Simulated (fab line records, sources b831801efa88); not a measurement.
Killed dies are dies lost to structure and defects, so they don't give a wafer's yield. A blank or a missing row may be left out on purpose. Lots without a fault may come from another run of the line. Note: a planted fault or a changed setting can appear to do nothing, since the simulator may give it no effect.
fab line records -- flow sky130
record lots=6, wafers=18, lastDay=49
route steps=708 shown SD_N@350 SD_P@359 RES_XHIGH@360 SALICIDE@361 LI_CONTACT@362 PAD_OPEN@708
lots untouched by any fault: they come from a run of this same line in which no faults occurred
startH: hours from the record's first day to the start of the lot's first wafer shown -- waitH: hours elapsed since this lot's preceding step -- " as in the row above -- L1.1+2: a row that stands for several wafers -- - no value, or no start was given -- * or withheld: withheld -- < > ~ a bound
route shown NAME@n: a module of which the file shows steps, and the number in the route of the first -- usual: mean/standard deviation taken from wafers without a fault -- same: alike in all rows -- chamber/n: place in a boat -- sites: each site's reading -- _std_site: the standard deviation of these -- _edge_site: outer sites' mean less inner sites' -- radiusMm: how far each site lies from the wafer's centre -- mask NAME#n: copy n -- behind: the most recent tool/chamber to have shaped the wafer -- hold: cause of the lot's hold/its duration in hours/its outcome -- device: the n, p or np transistor that did not switch -- end of line: the route-end tests of the same wafers -- a step given without rows: its recipe and nothing more -- killed: not the wafer's yield, but the dies lost to structure and defects at the first sort -- map: a wafer's dies, x killed, . not, _ none there
set.NAME: the setting as run; set.NAME@STEP: as run at that earlier step -- model.NAME: the simulator's own value behind a step, which no gauge read
lots at selected steps of the route; one table per step, one row per wafer
services: when a tool's chamber went out of use (startH, in hours from the record's first day, below 0 if earlier), for how many hours, and the reason
## steps
# step SKY_SD_N_OVL_MEAS_08
# usual SD_N_OVL=0.1/1.5
lot.wafer,tool,chamber,startH,waitH,SD_N_OVL[nm]
L473.3,overlay-01,-,654.77,0.1,-0.3
L473.4,overlay-01,-,654.77,0.1,0.5
L473.6,overlay-01,-,654.77,0.1,-1.1
L481.2,overlay-02,-,756.68,0.1,-1.5
L481.3,overlay-02,-,756.68,0.1,-1.5
L481.6,overlay-02,-,756.68,0.1,0.0
L486.1,overlay-01,-,764.33,0.1,-0.1
L486.2,overlay-01,-,764.33,0.1,-1.5
L486.6,overlay-01,-,764.33,0.1,0.6
L490.1,overlay-01,-,788.21,0.1,-2.5
L490.4,overlay-01,-,788.21,0.1,-0.3
L490.6,overlay-01,-,788.21,0.1,-2.3
L489.2,overlay-02,-,789.73,0.1,0.3
L489.3,overlay-02,-,789.73,0.1,1.0
L489.4,overlay-02,-,789.73,0.1,0.2
L491.3,overlay-01,-,796.19,0.1,-2.2
L491.5,overlay-01,-,796.19,0.1,0.1
L491.6,overlay-01,-,796.19,0.1,0.4
# step SKY_SD_N_IMPLANT_09
# recipe species=As, energyKev=50, doseCm2=4e+15, tiltDeg=0
# step SKY_SD_N_IMPLANT_10
# recipe species=P, energyKev=20, doseCm2=1e+14, tiltDeg=0
# step SKY_SD_N_STRIP_11
# recipe chemistry=O2/N2, powerW=1400, pressureMtorr=1500, platenTempC=withheld, o2FlowSccm=3000, n2FlowSccm=300, overashFraction=0.5
# usual drypumpMotorCurrentA=5.8/0.4, oesProductAu=0.527/0.0048, stripTimeToEndpointS=22.54/0.033
lot.wafer,tool,chamber,startH,waitH,drypumpMotorCurrentA,oesProductAu,rfHoursCounterH,stripTimeToEndpointS
L473.3,plasmaAsher-03,0,655.12,0.1,5.4,0.529,-,22.49
L473.4,plasmaAsher-03,1,655.12,0.1,6.2,0.524,-,22.52
L473.6,plasmaAsher-03,0,655.12,0.1,5.4,0.526,-,22.52
L481.2,plasmaAsher-02,0,757.01,0.1,5.6,0.522,91,22.55
L481.3,plasmaAsher-02,0,757.01,0.1,5.6,0.532,-,22.55
L481.6,plasmaAsher-02,0,757.01,0.1,5.5,0.523,-,22.52
L486.1,plasmaAsher-01,0,764.66,0.1,6.2,0.525,68,22.59
L486.2,plasmaAsher-01,1,764.66,0.1,5.1,0.520,68,22.57
L486.6,plasmaAsher-01,1,764.66,0.1,5.1,0.528,-,22.53
L490.1,plasmaAsher-02,0,788.54,0.1,5.6,0.522,95,22.57
L490.4,plasmaAsher-02,0,788.54,0.1,5.6,0.513,-,22.54
L490.6,plasmaAsher-02,1,788.54,0.1,6.2,0.525,-,22.58
L489.2,plasmaAsher-01,0,790.06,0.1,6.2,0.523,70,22.58
L489.3,plasmaAsher-01,0,790.06,0.1,6.2,0.523,-,22.55
L489.4,plasmaAsher-01,1,790.06,0.1,5.2,0.522,-,22.58
L491.3,plasmaAsher-02,1,796.55,0.1,6.2,0.527,-,22.56
L491.5,plasmaAsher-02,0,796.55,0.1,5.5,0.529,-,22.52
L491.6,plasmaAsher-02,1,796.55,0.1,6.2,0.526,-,22.55
# step SKY_SD_N_TW_MEAS_12
# usual SD_N_TW=3975/32
lot.wafer,tool,chamber,startH,waitH,SD_N_TW
L473.3,filmMetro-04,-,655.21,0.1,4024
L473.4,filmMetro-04,-,655.21,0.1,4006
L473.6,filmMetro-04,-,655.21,0.1,4025
L481.2,filmMetro-01,-,757.12,0.1,3938
L481.3,filmMetro-01,-,757.12,0.1,3919
L481.6,filmMetro-01,-,757.12,0.1,3954
L486.1,filmMetro-02,-,764.76,0.1,3957
L486.2,filmMetro-02,-,764.76,0.1,3946
L486.6,filmMetro-02,-,764.76,0.1,3969
L490.1,filmMetro-04,-,788.64,0.1,3986
L490.4,filmMetro-04,-,788.64,0.1,3977
L490.6,filmMetro-04,-,788.64,0.1,3962
L489.2,filmMetro-04,-,790.17,0.1,3961
L489.3,filmMetro-04,-,790.17,0.1,3970
L489.4,filmMetro-04,-,790.17,0.1,3956
L491.3,filmMetro-01,-,796.64,0.1,3908
L491.5,filmMetro-01,-,796.64,0.1,3914
L491.6,filmMetro-01,-,796.64,0.1,3914
# step SKY_SD_N_CLEAN_13
# recipe chemistry=SC1/SC2, mix=1:4:20, tempC=70, timeS=150, dry=n2Spin
# step SKY_SD_N_RTA_14
# recipe tempC=1075, timeS=2, idleTempC=650, rampUpCPerS=150, rampDownCPerS=90, ambient=N2
# usual lampPowerPct=15.73/0.049, rampUpCPerS=150.00/0.027, wafer_temp_C_max=1078.0/1.3
lot.wafer,tool,chamber,startH,waitH,lampPowerPct,rampUpCPerS,wafer_temp_C_max
L473.3,rtpAnneal-02,0,655.32,0.0,15.72,150.05,1077.8
L473.4,rtpAnneal-02,0,655.32,0.0,15.75,149.97,1078.5
L473.6,rtpAnneal-02,0,655.32,0.0,15.72,149.96,1079.6
L481.2,rtpAnneal-02,0,757.23,0.0,15.70,150.04,1077.4
L481.3,rtpAnneal-02,0,757.23,0.0,15.72,149.95,1076.9
L481.6,rtpAnneal-02,0,757.23,0.0,15.76,149.98,1078.1
L486.1,rtpAnneal-02,0,764.88,0.0,15.74,149.94,1079.1
L486.2,rtpAnneal-02,0,764.88,0.0,15.76,149.99,1077.9
L486.6,rtpAnneal-02,0,764.88,0.0,15.74,149.99,1079.3
L490.1,rtpAnneal-01,0,788.75,0.0,15.71,150.00,1077.5
L490.4,rtpAnneal-01,0,788.75,0.0,15.75,150.00,1076.3
L490.6,rtpAnneal-01,0,788.75,0.0,15.77,150.00,1078.1
L489.2,rtpAnneal-02,0,790.28,0.0,15.62,150.03,1076.7
L489.3,rtpAnneal-02,0,790.28,0.0,15.68,150.02,1077.3
L489.4,rtpAnneal-02,0,790.28,0.0,15.70,150.02,1076.5
L491.3,rtpAnneal-01,0,796.75,0.0,15.75,149.98,1075.7
L491.5,rtpAnneal-01,0,796.75,0.0,15.73,149.99,1077.0
L491.6,rtpAnneal-01,0,796.75,0.0,15.73,149.98,1077.2
# step SKY_SD_N_RS_MEAS_16
# recipe thkMeasGauge=four-point-probe
# usual SD_N_RS=68.52/0.16
lot.wafer,tool,chamber,startH,waitH,SD_N_RS[ohm/sq]
L473.3,filmMetro-02,-,655.51,0.1,68.23
L473.4,filmMetro-02,-,655.51,0.1,68.42
L473.6,filmMetro-02,-,655.51,0.1,68.16
L481.2,filmMetro-04,-,757.42,0.1,68.67
L481.3,filmMetro-04,-,757.42,0.1,68.57
L481.6,filmMetro-04,-,757.42,0.1,68.64
L486.1,filmMetro-01,-,765.05,0.1,68.79
L486.2,filmMetro-01,-,765.05,0.1,68.72
L486.6,filmMetro-01,-,765.05,0.1,68.77
L490.1,filmMetro-01,-,788.92,0.1,68.78
L490.4,filmMetro-01,-,788.92,0.1,68.67
L490.6,filmMetro-01,-,788.92,0.1,68.67
L489.2,filmMetro-02,-,790.47,0.1,68.33
L489.3,filmMetro-02,-,790.47,0.1,68.36
L489.4,filmMetro-02,-,790.47,0.1,68.41
L491.3,filmMetro-02,-,796.94,0.1,68.51
L491.5,filmMetro-02,-,796.94,0.1,68.48
L491.6,filmMetro-02,-,796.94,0.1,68.46
# step SKY_SD_N_RS_MEAS_17
# recipe thkMeasGauge=four-point-probe
# usual SD_P_RS=147.0/0.48
lot.wafer,tool,chamber,startH,waitH,SD_P_RS[ohm/sq]
L473.3,filmMetro-02,-,655.63,0.1,146.3
L473.4,filmMetro-02,-,655.63,0.1,146.8
L473.6,filmMetro-02,-,655.63,0.1,145.8
L481.2,filmMetro-04,-,757.54,0.1,147.0
L481.3,filmMetro-04,-,757.54,0.1,147.1
L481.6,filmMetro-04,-,757.54,0.1,146.7
L486.1,filmMetro-01,-,765.17,0.1,147.9
L486.2,filmMetro-01,-,765.17,0.1,147.8
L486.6,filmMetro-01,-,765.17,0.1,148.0
L490.1,filmMetro-01,-,789.04,0.1,148.2
L490.4,filmMetro-01,-,789.04,0.1,148.1
L490.6,filmMetro-01,-,789.04,0.1,147.7
L489.2,filmMetro-02,-,790.59,0.1,146.1
L489.3,filmMetro-02,-,790.59,0.1,146.4
L489.4,filmMetro-02,-,790.59,0.1,146.5
L491.3,filmMetro-02,-,797.06,0.1,147.1
L491.5,filmMetro-02,-,797.06,0.1,146.5
L491.6,filmMetro-02,-,797.06,0.1,146.9
# step SKY_SD_N_RS_MEAS_18
# recipe thkMeasGauge=four-point-probe
# usual RES_XHIGH_RS=333.0/1.1
lot.wafer,tool,chamber,startH,waitH,RES_XHIGH_RS[ohm/sq]
L473.3,filmMetro-02,-,655.75,0.1,333.1
L473.4,filmMetro-02,-,655.75,0.1,334.1
L473.6,filmMetro-02,-,655.75,0.1,332.2
L481.2,filmMetro-04,-,757.66,0.1,332.0
L481.3,filmMetro-04,-,757.66,0.1,334.1
L481.6,filmMetro-04,-,757.66,0.1,333.0
L486.1,filmMetro-01,-,765.29,0.1,333.6
L486.2,filmMetro-01,-,765.29,0.1,333.2
L486.6,filmMetro-01,-,765.29,0.1,331.7
L490.1,filmMetro-01,-,789.16,0.1,333.7
L490.4,filmMetro-01,-,789.16,0.1,333.8
L490.6,filmMetro-01,-,789.16,0.1,332.3
L489.2,filmMetro-02,-,790.71,0.1,331.3
L489.3,filmMetro-02,-,790.71,0.1,332.6
L489.4,filmMetro-02,-,790.71,0.1,332.1
L491.3,filmMetro-02,-,797.18,0.1,333.3
L491.5,filmMetro-02,-,797.18,0.1,333.8
L491.6,filmMetro-02,-,797.18,0.1,333.0
# step SKY_SALICIDE_CLEAN_00
# recipe chemistry=HF-last, timeS=30, dilution=100:1, dry=ipaMarangoni
# step SKY_LI_CONTACT_HDPCVD_00
# recipe material=PSG, targetThkNm=930, sigmaOpenFrac=0.3, timeS=155, tempC=600, sih4FlowSccm=60, pressureMtorr=6
# usual runLengthS=182.3/0.57
lot.wafer,tool,chamber,startH,waitH,runLengthS,model.PSG_of_LI_CONTACT_HDPCVD_00.thkNm
L473.3,hdpcvd-02,1,655.95,0.1,182.3,936.2
L473.4,hdpcvd-02,1,655.95,0.1,181.9,940.5
L473.6,hdpcvd-02,0,655.95,0.1,183.7,929.6
L481.2,hdpcvd-01,1,757.78,0.0,182.0,960.1
L481.3,hdpcvd-01,2,757.78,0.0,182.6,943.1
L481.6,hdpcvd-01,0,757.78,0.0,181.5,945.7
L486.1,hdpcvd-01,0,765.43,0.0,182.2,933.6
L486.2,hdpcvd-01,2,765.43,0.0,182.7,927
L486.6,hdpcvd-01,0,765.43,0.0,181.9,930.9
L490.1,hdpcvd-01,1,789.30,0.0,181.7,933.7
L490.4,hdpcvd-01,2,789.30,0.0,182.6,917.9
L490.6,hdpcvd-01,0,789.30,0.0,215.9,1131
L489.2,hdpcvd-02,1,790.82,0.0,182.1,943.4
L489.3,hdpcvd-02,0,790.82,0.0,183.3,931.2
L489.4,hdpcvd-02,0,790.82,0.0,183.5,934.1
L491.3,hdpcvd-01,0,797.28,0.0,215.3,1134
L491.5,hdpcvd-01,1,797.28,0.0,181.6,938.7
L491.6,hdpcvd-01,0,797.28,0.0,215.6,1133
# step SKY_LI_CONTACT_THK_MEAS_01
# recipe reads=PSG_of_LI_CONTACT_HDPCVD_00
# usual LI_CONTACT_HDPCVD_THK=930/11
lot.wafer,tool,chamber,startH,waitH,LI_CONTACT_HDPCVD_THK[nm]
L473.3,filmMetro-01,-,656.07,0.1,936
L473.4,filmMetro-01,-,656.07,0.1,940
L473.6,filmMetro-01,-,656.07,0.1,929
L481.2,filmMetro-01,-,757.89,0.1,960
L481.3,filmMetro-01,-,757.89,0.1,943
L481.6,filmMetro-01,-,757.89,0.1,947
L486.1,filmMetro-02,-,765.53,0.1,933
L486.2,filmMetro-02,-,765.53,0.1,927
L486.6,filmMetro-02,-,765.53,0.1,931
L490.1,filmMetro-04,-,789.40,0.1,933
L490.4,filmMetro-04,-,789.40,0.1,918
L490.6,filmMetro-04,-,789.40,0.1,1131
L489.2,filmMetro-01,-,790.94,0.1,944
L489.3,filmMetro-01,-,790.94,0.1,931
L489.4,filmMetro-01,-,790.94,0.1,934
L491.3,filmMetro-04,-,797.40,0.1,1134
L491.5,filmMetro-04,-,797.40,0.1,939
L491.6,filmMetro-04,-,797.40,0.1,1133
# step SKY_LI_CONTACT_CMP_02
# recipe material=PSG, downForcePsi=4, platenRpm=60, padVelocityMS=0.94248
# usual motorCurrentA=12.1/0.92, timeToEndpointS=33.0/2.5
lot.wafer,tool,chamber,startH,waitH,motorCurrentA,timeToEndpointS
L473.3,cmp-02,0,656.16,0.1,13.8,32.7
L473.4,cmp-02,1,656.16,0.1,10.3,35.6
L473.6,cmp-02,3,656.16,0.1,12.6,35.6
L481.3,cmp-01,2,758.43,0.5,12.9,31.1
L481.2,cmp-01,3,758.43,0.5,11.6,33.4
L481.6,cmp-01,1,758.43,0.5,12.9,31.7
L486.2,cmp-01,1,765.69,0.1,12.3,30.6
L486.1,cmp-01,2,765.69,0.1,12.5,27.6
L486.6,cmp-01,0,765.69,0.1,11.6,32.5
L490.1,cmp-02,2,789.85,0.4,11.6,33.9
L490.4,cmp-02,1,789.85,0.4,10.3,34.4
L490.6,cmp-02,2,789.85,0.4,11.0,53.5
L489.4,cmp-02,3,791.41,0.4,13.6,35.0
L489.3,cmp-02,1,791.41,0.4,10.7,34.4
L489.2,cmp-02,2,791.41,0.4,11.5,34.8
L491.3,cmp-02,3,797.49,0.1,13.2,56.4
L491.6,cmp-02,2,797.49,0.1,10.5,56.4
L491.5,cmp-02,3,797.49,0.1,13.4,37.6
# step SKY_LI_CONTACT_BOW_MEAS_03
# recipe mode=bow
# usual LI_CONTACT_BOW=55/6.3
lot.wafer,tool,chamber,startH,waitH,LI_CONTACT_BOW[um]
L473.3,filmMetro-04,-,656.45,0.2,50
L473.4,filmMetro-04,-,656.45,0.2,56
L473.6,filmMetro-04,-,656.45,0.2,59
L481.2,filmMetro-02,-,758.65,0.1,58
L481.3,filmMetro-02,-,758.65,0.1,61
L481.6,filmMetro-02,-,758.65,0.1,57
L486.1,filmMetro-01,-,765.89,0.1,65
L486.2,filmMetro-01,-,765.89,0.1,60
L486.6,filmMetro-01,-,765.89,0.1,55
L490.1,filmMetro-01,-,790.15,0.2,63
L490.4,filmMetro-01,-,790.15,0.2,56
L490.6,filmMetro-01,-,790.15,0.2,51
L489.2,filmMetro-02,-,791.73,0.1,47
L489.3,filmMetro-02,-,791.73,0.1,50
L489.4,filmMetro-02,-,791.73,0.1,53
L491.3,filmMetro-01,-,797.78,0.2,60
L491.5,filmMetro-01,-,797.78,0.2,58
L491.6,filmMetro-01,-,797.78,0.2,50
# step SKY_PAD_OPEN_PROBE_99
# usual killed_at_M0_to_M3=43/6.5, killed_at_M4_up=3/1.7, killedAtContacts=25/5.1, killedAtFrontEnd=15/3.8, killedAtOther=0.2/0.45, killedDies=86/8.8, killedOpen=47/6.7, killedShort=39/6
# same grossDies=492, killedAtBackSide=0
lot.wafer,tool,chamber,startH,waitH,killed_at_M0_to_M3,killed_at_M4_up,killedAtContacts,killedAtFrontEnd,killedAtOther,killedDies,killedOpen,killedShort
L473.3,prober-01,-,1083.03,0.2,52,1,24,16,1,94,50,44
L473.4,prober-01,-,1083.08,0.2,48,2,32,14,0,96,55,41
L473.6,prober-01,-,1083.18,0.2,37,6,27,11,0,81,50,31
L481.2,prober-02,-,1155.21,0.1,53,5,25,17,0,100,54,46
L481.3,prober-02,-,1155.26,0.2,38,5,20,19,0,82,43,39
L481.6,prober-02,-,1155.41,0.2,50,1,27,13,0,91,52,39
# killed by level:class
L473.3 VIA1:geometricParticle:open=18 CONTACT:geometricParticle:open=7 CONTACT:geometricParticle:short=7 METAL1:geometricParticle:short=6 METAL2:geometricParticle:short=6 LI_CONTACT:geometricParticle:open=5 VIA1:geometricParticle:short=5 FIELD_ISO:geometricParticle:open=4
L473.4 CONTACT:geometricParticle:open=11 VIA1:geometricParticle:open=10 LI_CONTACT:geometricParticle:open=10 CONTACT:geometricParticle:short=8 VIA3:geometricParticle:open=8 VIA2:geometricParticle:open=6 METAL2:geometricParticle:short=6 POLY_GATE:geometricParticle:open=5
L473.6 VIA1:geometricParticle:open=12 LI_CONTACT:geometricParticle:open=11 CONTACT:geometricParticle:open=7 METAL2:geometricParticle:short=4 VIA2:geometricParticle:open=4 VIA3:geometricParticle:short=4 METAL4:geometricParticle:short=4 FIELD_ISO:geometricParticle:open=3
L481.2 VIA1:geometricParticle:open=12 VIA3:geometricParticle:open=9 CONTACT:geometricParticle:open=8 VIA2:geometricParticle:open=7 METAL2:geometricParticle:short=6 FIELD_ISO:geometricParticle:short=5 LI_CONTACT:geometricParticle:open=5 LOCAL_INTERCONNECT:geometricParticle:short=5
L481.3 VIA1:geometricParticle:open=10 CONTACT:geometricParticle:open=9 METAL1:geometricParticle:short=9 LI_CONTACT:geometricParticle:open=6 METAL2:geometricParticle:short=6 METAL4:geometricParticle:short=5 POLY_GATE:geometricParticle:open=4 VIA2:geometricParticle:open=4
L481.6 VIA1:geometricParticle:open=14 LI_CONTACT:geometricParticle:open=8 VIA3:geometricParticle:open=8 LOCAL_INTERCONNECT:geometricParticle:short=6 CONTACT:geometricParticle:open=6 VIA3:geometricParticle:short=6 METAL1:geometricParticle:short=5 METAL2:geometricParticle:short=5
## services
tool,chamber,startH,hours,kind
cmp-02,-,631.19,0.4,repair
cmp-01,-,639.64,4.6,pm
hdpcvd-01,-,650.75,15.0,pm
hdpcvd-01,0,650.75,15.0,ventCycle
hdpcvd-01,1,650.75,15.0,ventCycle
hdpcvd-01,2,650.75,15.0,ventCycle
hdpcvd-01,0,665.75,-,clean
hdpcvd-01,1,665.75,-,clean
hdpcvd-01,2,665.75,-,clean
cmp-01,-,670.00,0.5,repair
plasmaAsher-02,-,680.31,1.0,repair
plasmaAsher-02,-,693.58,2.8,pm
hdpcvd-01,-,699.00,2.8,pm
rtpAnneal-02,-,708.07,2.7,pm
plasmaAsher-03,-,733.75,9.0,pm
cmp-01,-,744.00,4.0,pm
cmp-01,-,748.00,-,consumableReplace:conditioner
cmp-01,-,748.00,-,consumableReplace:pad
cmp-02,-,757.73,29.8,repair
cmp-02,-,758.33,2.1,repair
cmp-02,-,761.70,1.3,repair
cmp-01,-,787.75,11.1,pm
plasmaAsher-03,-,789.10,14.6,pm
hdpcvd-02,0,794.24,6.1,repair
## key
firstSign step=SKY_LI_CONTACT_HDPCVD_00, reading=runLengthS, direction=up, sigmas=59, usual=*, struck=*
effect step=SKY_LI_CONTACT_THK_MEAS_01, reading=LI_CONTACT_HDPCVD_THK, direction=up, sigmas=19, usual=930, struck=1133
effect step=SKY_LI_CONTACT_CMP_02, reading=timeToEndpointS, direction=up, sigmas=8.9, usual=*, struck=*
modelEffect step=SKY_LI_CONTACT_HDPCVD_00, value=PSG_of_LI_CONTACT_HDPCVD_00.thkNm, without=930.1, struck=1133
metAt SKY_LI_CONTACT_HDPCVD_00
struckWafers L490.6,L491.3,L491.6
testerLeftOut L490,L491
onsetBetween 765.43 789.30
fault kind=processParameterDrift, tool=hdpcvd-01, chamber=0, onsetH=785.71, steps=SKY_LI_CONTACT_HDPCVD_00, channel=timeS, offset=*, shape=step, endH=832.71, actsIn=*, stated=*
# testerLeftOut: of these lots the tester's yield and bins aren't shown, on N5 and GAA mostly nor the transistor test; their killed dies are dies lost to structure and defects alone, not to doping, threshold or leakage, so they don't give the yield
